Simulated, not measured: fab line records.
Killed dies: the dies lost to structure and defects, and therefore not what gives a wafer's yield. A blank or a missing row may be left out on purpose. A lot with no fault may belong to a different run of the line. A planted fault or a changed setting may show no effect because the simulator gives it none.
A single fault, viewed from 2 desks	flow sky130	numbers are kept per desk, each desk with only its own; the story behind them comes last

## DESK OF THE TOOL OWNER: pvdSputter-02
The tool's own readings at SKY_CAPM_SPUTTER_02 (material TiN, target thk 200 nm, time 166.7 s): means of the sampled wafers that have a number, for each lot that ran on this tool. Marked OUT: a lot whose mean sits more than 4 standard deviations from the usual mean, which makes it out of limits; the brackets give that distance.
Columns: A = cathodeDcPowerW at SKY_CAPM_SPUTTER_02, usual 6499.9 W; B = throttleValvePct at SKY_CAPM_SPUTTER_02, usual 30.2 %
lot	first seen here	A	B
L724	day 38 07:58	6500.5	30.3
L726	day 39 03:02	6501.5	29.7
L729	day 39 19:15	6500.2	30.7
L732	day 40 14:50	6499.6	30.3
L742	day 43 15:19	6807.2 (+99 or more) OUT	30.3
L743	day 43 17:34	7113.0 (+99 or more) OUT	30.9
L744	day 43 22:44	6499.7	29.8
Finding of this desk: L742, L743 out of limits; the first was L742 at day 43 15:19, on cathodeDcPowerW at SKY_CAPM_SPUTTER_02. In limits: L724, L726, L729, L732, L744.

## AT THE METROLOGY DESK
Means of the sampled wafers that have a number, per lot and without regard to the tool the lot ran on: this is what the gauges read. Marked OUT: a lot whose mean sits more than 4 standard deviations from the usual mean, which makes it out of limits; the brackets give that distance.
Columns: A = CAPM_TIN_RS at SKY_CAPM_RS_MEAS_03, usual 6.88 ohm/sq; B = CAPM_TIN_THK at SKY_CAPM_THK_MEAS_04, usual 201.1 nm
lot	first seen here	A	B
L724	day 38 08:07	6.87	202.7
L726	day 39 03:11	7.01	197.3
L728	day 39 16:34	6.87	201.7
L729	day 39 19:22	6.91	200.0
L731	day 40 08:20	6.84	202.4
L732	day 40 15:01	6.81	204.4
L742	day 43 15:25	6.66	208.3
L743	day 43 17:42	6.25 (-8.1) OUT	222.0 (+9.1) OUT
L744	day 43 22:50	6.87	200.8
This desk finds L743 out of limits, with the earliest case on L743 at day 43 17:42 (CAPM_TIN_RS at SKY_CAPM_RS_MEAS_03). In limits: L724, L726, L728, L729, L731, L732, L742, L744.

## TAKEN TOGETHER
On L742, L743, at day 43 15:19, an alarm was possible from the tool owner's desk.
L743 would have let the metrology desk raise an alarm at day 43 17:42.
The metrology desk has L742 on record, within its limits.
On pvdSputter-02, each named lot ran SKY_CAPM_SPUTTER_02.

## WHAT THE SIMULATOR HAD INSERTED
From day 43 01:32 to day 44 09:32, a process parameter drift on pvdSputter-02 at SKY_CAPM_SPUTTER_02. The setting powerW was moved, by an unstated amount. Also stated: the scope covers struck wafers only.
Lots struck among those shown: L742, L743.
Time in hours from fault onset to the first out-of-limits reading at each desk: tool owner's desk 14, metrology desk 16.
